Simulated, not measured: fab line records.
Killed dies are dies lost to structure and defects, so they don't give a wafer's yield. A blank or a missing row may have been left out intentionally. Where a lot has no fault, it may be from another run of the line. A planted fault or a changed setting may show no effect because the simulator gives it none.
A struck lot beside a sound one	flow sky130	16 steps out of a route of 708
Sound: these wafers, L649.2, L649.3, L649.4. Wafers L654.1, L654.2, L654.5 were the ones struck. At the end, the cause is stated.
For every step that has rows: the tool of each side, followed by ch and its chambers, followed by its first start. Under that, the readings that differ: sound wafers	struck wafers	difference of the means	sigmas: that difference in standard deviations of wafers without a fault.
alike: same words and numbers on both sides, and readings whose means sit less than 2 such deviations apart. not compared: any withheld reading, any reading some wafer has no value for, any bound like >300 that may hide the same value, and any number with overlapping values for which the record gives no deviation.
A row with sigmas, a row that says differs or no value, or rows on one side alone: a step with any of these is where the two part. Numbers that have no deviation but don't overlap get no sigmas and don't part them. A reading missing from all wafers of one side parts the sides only when that side holds two or more wafers.

SKY_GATE_OXIDE_TW_MEAS_14:
  struck on film metro-04, day 19 14:01; sound on film metro-02, day 17 15:55
reading	sound	struck	difference	sigmas
GATE_OXIDE_TW	224.2 223.2 223.0	221.0 220.2 220.2	-3.0	-2
then, 3 steps without rows for these wafers: SKY_GATE_OXIDE_CLEAN_15 (cleans in SC1/SC2, time 150 s); SKY_GATE_OXIDE_OXIDATION_16 (stabilise 600 s, purge 300 s, target thk 3.57 nm); SKY_POLY_GATE_CVD_00 (deposits poly-Si, target thk 180 nm, time 720 s).
SKY_POLY_GATE_THK_MEAS_01:
  struck on film metro-03, day 19 17:34; sound on film metro-03, day 17 19:21
  alike: POLY_GATE_CVD_00_THK
then, 7 steps without rows for these wafers: SKY_RES_PROTECT_DEHYDRATE_00 (time 60 s); SKY_RES_PROTECT_HMDS_01 (prime time 60 s); SKY_RES_PROTECT_COAT_02 (resist thk 1140 nm); SKY_RES_PROTECT_SOFTBAKE_03 (time 60 s); SKY_RES_PROTECT_EXPOSE_04 (exposes mask RPM, target cd 1270 nm); SKY_RES_PROTECT_PEB_05; SKY_RES_PROTECT_DEVELOP_06 (develop time 60 s).
SKY_POLY_GATE_IMPLANT_02:
  sound on implanter-01 ch 0, day 19 01:44; struck on implanter-01 ch 0, day 20 23:58
reading	sound	struck	difference	sigmas
dose ions cm2	7.698e+15 7.696e+15 7.698e+15	6.304e+15 6.305e+15 6.303e+15	-1.393e+15	-99 or more
SKY_RES_PROTECT_STRIP_07: strips in O2/N2.
  sound on plasma asher-01 ch 0,1, day 19 01:51; struck on plasma asher-01 ch 0,1, day 21 00:07
reading	sound	struck	difference	sigmas
strip time to endpoint s (s)	23.29 23.38 23.28	22.45 22.44 22.46	-0.87	-21
  alike: drypump motor current A, oes product au
  not compared: rf hours counter h
SKY_RES_PROTECT_TW_MEAS_08:
  struck on film metro-02, day 21 00:13; sound on film metro-04, day 19 01:58
  alike: POLY_GATE_TW
-- record jumps: 29 days separate the struck wafers' starts on either side; left off in module RES_PROTECT, taken up again in module PAD_OPEN, whose first shown step is the route's number 708 --
SKY_PAD_OPEN_PROBE_99:
  struck on prober-01, day 49 13:03; sound on prober-02, day 48 13:38
reading	sound	struck	difference	sigmas
model.etest.res poly.line ohm um	517.5 533 508.6	629.5 618.8 644	+111.1	
model.etest.licon poly.rc ohm	151.1 148 156.5	194.7 191.9 191.9	+41.0	
model.etest.res poly.rs ohm sq	49.72 49.73 49.85	58.7 57.73 59.62	+8.9	
  alike: killed_at_M0_to_M3, killed_at_M4_up, killed at contacts, killed at front end, killed at other, killed dies, killed on rim, killed open, killed short

WHERE THEY PART
First at SKY_GATE_OXIDE_TW_MEAS_14; last, within this record, at SKY_RES_PROTECT_STRIP_07. Later steps at which nothing parts them and some readings are alike: SKY_RES_PROTECT_TW_MEAS_08, SKY_PAD_OPEN_PROBE_99.

WHY: the cause the simulator had injected
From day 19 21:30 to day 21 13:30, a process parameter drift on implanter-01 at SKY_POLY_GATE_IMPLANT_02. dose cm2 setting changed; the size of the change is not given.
